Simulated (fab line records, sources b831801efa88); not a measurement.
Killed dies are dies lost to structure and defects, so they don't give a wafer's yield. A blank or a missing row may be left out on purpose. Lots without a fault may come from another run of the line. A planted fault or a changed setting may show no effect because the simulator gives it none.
Chamber matching | flow gf180mcu | GF_POLY_GATE_ETCH_13 on rie_si-02: 4 sister chambers
The step etches poly-Si in HBr/Cl2, stops on SiO2, target depth 198.5 nm, time 69.6 s. 4 wafers are shown with their chamber, then 9 later ones without.

WAFERS WITH THEIR CHAMBER
wafer  | chamber | drypump_motor_current_A (A)
L086.6 | 2       | 6.6
L088.1 | 3       | 5.7
L088.2 | 0       | 6.0
L088.5 | 1       | 5.3

WAFERS WITHOUT THEIR CHAMBER
wafer  | drypump_motor_current_A (A)
L093.2 | 5.7
L093.3 | 6.0
L093.5 | 5.9
L094.2 | 5.9
L094.4 | 5.7
L094.6 | 6.6
L096.4 | 6.6
L096.5 | 5.3
L096.6 | 6.6

WHICH CHAMBER EACH WENT THROUGH
wafer  | from the rows above | in truth
L093.2 | 3                   | 3
L093.3 | 0                   | 0
L093.5 | 0                   | 0
L094.2 | 0                   | 0
L094.4 | 3                   | 3
L094.6 | 2                   | 2
L096.4 | 2                   | 2
L096.5 | 1                   | 1
L096.6 | 2                   | 2
Placed correctly: 9 of 9. Can't be placed from these rows: 0. Placed wrongly: 0.
How it was worked out, from the rows above alone: a wafer's distance from a chamber is the root of the sum, over the readings, of the square of ((its reading less the chamber's mean) divided by the reading's scatter). The wafer belongs to the nearest chamber; if the next one is less than 2 further off, it can't be placed. A chamber's mean is the mean of its shown wafers. The scatter: with one shown wafer a chamber, the root of the mean of the squares of how far each hidden wafer lies from its nearest shown one.
